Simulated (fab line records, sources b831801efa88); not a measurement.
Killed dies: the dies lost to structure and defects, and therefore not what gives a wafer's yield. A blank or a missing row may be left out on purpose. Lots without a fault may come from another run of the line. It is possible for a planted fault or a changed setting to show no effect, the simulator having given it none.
Problem report in the 8D (eight disciplines) form, filled by code || flow gf180mcu || the parts of the form that need people (team, actions taken, sign-off) are left out

1. THE PROBLEM
plate temp C at GF_LVPWELL_SOFTBAKE_03 reads a mean of 119.36 C on 9 wafers of 3 lots; wafers without a fault read 109.97 C with a standard deviation of 0.14. Measured from the usual mean, that is +67 standard deviations.
First seen on wafer L743.2, day 7 12:07, on litho track-04. The record holds 39 wafers of 13 lots with a number at this step. The rule behind "out" and "out of limits": a value lying over 4 standard deviations away from the usual mean. Any other wafer with a number is counted as sound.

2. WHAT IT IS, AND WHAT IT ISN'T
{"question": "which readings at this step", "is": "plate temp C, heater power total W", "is not": "-"}
{"question": "which lots", "is": "L743, L744, L746", "is not": "L727, L729, L730, L732, L733, L734, L740, L741, L747, L748"}
{"question": "which wafers of those lots", "is": "all that have a number", "is not": "-"}
{"question": "read on which tools", "is": "litho track-04", "is not": "litho track-01, litho track-03"}
{"question": "when", "is": "from day 7 12:07", "is not": "up to then (24 sound wafers); but 6 sound wafers of L747, L748 came after"}

3. WHAT RULES OUT EACH SUSPECT
Counting: any tool at a process step up to the reading is kept as a suspect provided that every lot that is out went through it and no sound lot did after the first of them.
- litho track-04 at GF_LVPWELL_SOFTBAKE_03: kept. It processed each lot that is out, first L743 at day 7 12:07, and no sound lot thereafter; up to then, the last sound lot it processed was L734 at day 5 02:04. Out on those wafers are its own readings of heater power total W, plate temp C.
After counting, what remains is litho track-04 at GF_LVPWELL_SOFTBAKE_03.

4. THE CAUSE (what the simulator had put in)
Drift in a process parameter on litho track-04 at GF_LVPWELL_SOFTBAKE_03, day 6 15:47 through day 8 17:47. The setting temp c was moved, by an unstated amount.
This tool alone remained once counting was done.

5. THE CHAIN OF EFFECTS, in route order
Each row: a reading whose mean over the struck wafers that have a number lies more than 3 standard deviations from the usual. Only readings for which the record gives a usual standard deviation are gone through. hours: the time from each lot's start at the first step in this table that gives one to its start at this step, as a median over the lots. sigmas: the change in usual standard deviations.
{"hours": 0, "step": "GF_LVPWELL_SOFTBAKE_03", "reading": "heater power total W", "usual": "65.32 W", "on struck wafers": 73.03, "change": "+7.71", "sigmas": "+59"}
{"hours": 0, "step": "GF_LVPWELL_SOFTBAKE_03", "reading": "plate temp C", "usual": "109.97 C", "on struck wafers": 119.36, "change": "+9.39", "sigmas": "+67"}
{"hours": 8, "step": "GF_LVPWELL_STRIP_10", "reading": "strip time to endpoint s", "usual": "36.98 s", "on struck wafers": 36.22, "change": -0.76, "sigmas": -8.0}
Its process steps:
- GF_LVPWELL_SOFTBAKE_03
- GF_LVPWELL_STRIP_10: strips in O2/N2.

6. WHAT WOULD HAVE CAUGHT IT SOONER
First out-of-limits reading in this record: day 7 12:07, which is 20 hours after fault onset at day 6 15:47.
